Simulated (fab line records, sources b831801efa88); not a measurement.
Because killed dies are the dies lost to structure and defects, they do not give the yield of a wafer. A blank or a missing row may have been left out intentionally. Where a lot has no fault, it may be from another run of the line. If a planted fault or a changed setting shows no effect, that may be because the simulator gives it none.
What tool caused it?	flow gf180mcu	11 lots with 33 wafers sampled at 6 steps, on a route of 602 steps

## WHAT THE GAUGES READ, wafer by wafer
GF_HV_LDD_THK_MEAS_57. Usual: HV_LDD_CVD_56_THK gives 90.3 nm (standard deviation 0.91).
lot	measured	on	HV_LDD_CVD_56_THK (nm)	flag
L540	day 13 01:09	film-metro-02	88.8 89.8 89.5	
L541	day 13 03:41	film-metro-03	89.9 90.0 90.4	
L542	day 13 10:08	film-metro-03	90.6 90.7 89.2	
L545	day 14 15:08	film-metro-04	89.6 90.5 89.4	
L549	day 16 02:01	film-metro-04	91.4 90.5 90.5	
L550	day 16 02:14	film-metro-02	90.2 89.2 89.2	
L554	day 17 13:05	film-metro-02	90.3 89.5 89.7	
L555	day 17 23:29	film-metro-04	90.6 91.2 90.7	
L556	day 18 05:13	film-metro-02	90.9 91.6 90.9	
L559	day 19 05:50	film-metro-02	90.9 90.7 90.6	
L562	day 20 03:01	film-metro-03	90.2 89.7 90.5	

GF_PSD_OVL_MEAS_08. Usual: PSD_OVL gives -0.1 nm (standard deviation 1.5).
lot	measured	on	PSD_OVL (nm)	flag
L540	day 14 19:14	overlay-01	1.2 2.1 1.4	
L541	day 14 21:31	overlay-01	0.4 -1.0 0.5	
L542	day 15 04:49	overlay-01	-2.5 -1.1 -1.5	
L545	day 16 10:29	overlay-02	-0.2 -0.4 -1.0	
L549	day 18 01:08	overlay-01	2.3 0.1 0.9	
L550	day 18 01:26	overlay-02	0.4 -0.8 0.5	
L554	day 19 13:35	overlay-01	-0.4 0.4 2.1	
L555	day 19 22:59	overlay-02	-1.8 -0.5 -1.4	
L556	day 20 04:52	overlay-02	0.9 0.6 0.3	
L559	day 21 06:56	overlay-02	0.7 -1.0 0.6	
L562	day 22 03:37	overlay-01	1.9 2.1 1.4	

GF_PSD_TW_MEAS_11. Usual: PSD_TW gives 3187 (standard deviation 32).
lot	measured	on	PSD_TW	flag
L540	day 14 19:32	film-metro-04	3237 3236 3230	
L541	day 14 21:48	film-metro-04	3250 3249 3256	
L542	day 15 05:07	film-metro-02	3184 3199 3173	
L545	day 16 10:46	film-metro-01	3162 3159 3155	
L549	day 18 01:25	film-metro-02	3191 3194 3187	
L550	day 18 01:43	film-metro-01	3154 3155 3150	
L554	day 19 13:53	film-metro-01	2939 2937 2948	OFF
L555	day 19 23:17	film-metro-04	3245 3238 3241	
L556	day 20 05:10	film-metro-01	2937 2938 2942	OFF
L559	day 21 07:13	film-metro-02	2971 2966 2973	OFF
L562	day 22 03:56	film-metro-01	3178 3167 3168	

GF_PSD_RS_MEAS_15: the measuring method here is four-point-probe. Usual: PSD_RS gives 108.45 ohm/sq (standard deviation 0.28).
lot	measured	on	PSD_RS (ohm/sq)	flag
L540	day 14 19:52	film-metro-02	108.24 108.20 108.18	
L541	day 14 22:22	film-metro-02	108.58 108.46 108.31	
L542	day 15 05:32	film-metro-04	108.33 108.24 108.50	
L545	day 16 11:05	film-metro-02	108.39 108.64 108.33	
L549	day 18 01:45	film-metro-04	108.32 108.78 108.39	
L550	day 18 02:02	film-metro-04	108.71 108.48 108.72	
L554	day 19 14:13	film-metro-02	122.98 123.39 122.62	OFF
L555	day 19 23:37	film-metro-01	108.24 108.33 108.47	
L556	day 20 05:28	film-metro-04	123.20 122.85 122.85	OFF
L559	day 21 07:32	film-metro-01	122.93 122.90 123.13	OFF
L562	day 22 04:16	film-metro-02	108.36 108.37 108.31	

## TOOL THAT RAN EACH LOT (tool first, then ch and the chambers of the sampled wafers, then the start)
lot	GF_PSD_IMPLANT_09	GF_PSD_STRIP_10
L540	implanter-01 ch 0, day 14 19:19	plasma-asher-04 ch 0,1, day 14 19:26
L541	implanter-02 ch 0, day 14 21:33	plasma-asher-01 ch 0,1, day 14 21:42
L542	implanter-01 ch 0, day 15 04:53	plasma-asher-02 ch 0,1, day 15 05:00
L545	implanter-01 ch 0, day 16 10:31	plasma-asher-01 ch 0, day 16 10:40
L549	implanter-02 ch 0, day 18 01:11	plasma-asher-01 ch 0,1, day 18 01:19
L550	implanter-03 ch 0, day 18 01:29	plasma-asher-04 ch 0,1, day 18 01:37
L554	implanter-01 ch 0, day 19 13:40	plasma-asher-02 ch 0,1, day 19 13:47
L555	implanter-03 ch 0, day 19 23:04	plasma-asher-02 ch 0,1, day 19 23:11
L556	implanter-01 ch 0, day 20 04:55	plasma-asher-02 ch 0,1, day 20 05:04
L559	implanter-01 ch 0, day 21 06:58	plasma-asher-02 ch 0,1, day 21 07:07
L562	implanter-02 ch 0, day 22 03:41	plasma-asher-01 ch 0,1, day 22 03:50
- GF_PSD_IMPLANT_09
- GF_PSD_STRIP_10: strips in O2/N2.

## AS READ BY THE TOOLS THEMSELVES (means over the sampled wafers that have a number; for cases with no such wafer, the mark the record gives instead)
GF_PSD_IMPLANT_09. Usual: beam-energy-keV 39.995, standard deviation 0.012.
lot	tool	beam-energy-keV	flag
L540	implanter-01	39.989	
L541	implanter-02	40.007	
L542	implanter-01	39.994	
L545	implanter-01	40.008	
L549	implanter-02	39.991	
L550	implanter-03	40.010	
L554	implanter-01	30.510	OFF
L555	implanter-03	39.990	
L556	implanter-01	30.513	OFF
L559	implanter-01	30.524	OFF
L562	implanter-02	39.990	

GF_PSD_STRIP_10. Usual: drypump-motor-current-A 5.77 A, standard deviation 0.27; heater-power-w 350 W, standard deviation 27; oes-product-au 0.592 a.u., standard deviation 0.0049; platen-temp-c 250.00 C, standard deviation 0.17; strip-time-to-endpoint-s 16.53 s, standard deviation 0.034.
lot	tool	drypump-motor-current-A (A)	heater-power-w (W)	oes-product-au (a.u.)	platen-temp-c (C)	strip-time-to-endpoint-s (s)	flag
L540	plasma-asher-04	5.86	330	0.592	249.76	16.59	
L541	plasma-asher-01	5.64	369	0.595	250.01	16.54	
L542	plasma-asher-02	5.95	352	0.592	249.96	16.50	
L545	plasma-asher-01	5.69	369	0.594	249.96	16.55	
L549	plasma-asher-01	5.60	365	0.590	250.00	16.52	
L550	plasma-asher-04	5.79	340	0.597	249.91	16.56	
L554	plasma-asher-02	5.75	337	0.609	249.85	15.59	OFF
L555	plasma-asher-02	5.72	333	0.588	250.05	16.50	
L556	plasma-asher-02	5.95	358	0.608	250.10	15.57	OFF
L559	plasma-asher-02	5.74	330	0.613	250.12	15.64	OFF
L562	plasma-asher-01	5.59	360	0.592	250.27	16.49	

## THE ANSWER, worked out from the rows above alone
Rule: take the mean of a lot's wafers that have a number; if it is more than 3 standard deviations from the usual mean, the lot is off. Also off: a lot with no number at a reading for which 4 or more lots have one. Any other lot the step has rows for is counted as sound. Order of review: gauges by route order, followed by the tools' own readings, for which a lot's mean as printed above is used. The first step at which some lot is off is used, and at that step the reading that is off furthest; a lot without a number counts as furthest.
Off: at GF_PSD_TW_MEAS_11 (PSD_TW), L554, L556, L559.
If a tool, at a process step before that reading, ran all the lots that are off and no sound lot after the first of them, it fits. The gauges at GF_PSD_TW_MEAS_11 aren't tried: what is off there is off at GF_PSD_IMPLANT_09 too, on other tools, and a gauge's error can't cause that. One fits: GF_PSD_IMPLANT_09 on implanter-01. A fault onset in the window from L545 (day 16 10:31, its last sound lot) to L554 (day 19 13:40, its first lot off) fits.
The tool's own readings at GF_PSD_IMPLANT_09 bear it out: on the lots that are off they differ by more than 5 times the standard deviation of the sound lots' means. beam-energy-keV reads 30.516 there against 39.997 on the sound lots.

## WHAT WAS PUT IN BY THE SIMULATOR
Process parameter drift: implanter-01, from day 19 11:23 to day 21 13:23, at GF_PSD_IMPLANT_09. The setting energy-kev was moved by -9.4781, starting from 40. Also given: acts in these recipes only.
Shown lots that were struck: L554, L556, L559. This agrees with what the rule above found.
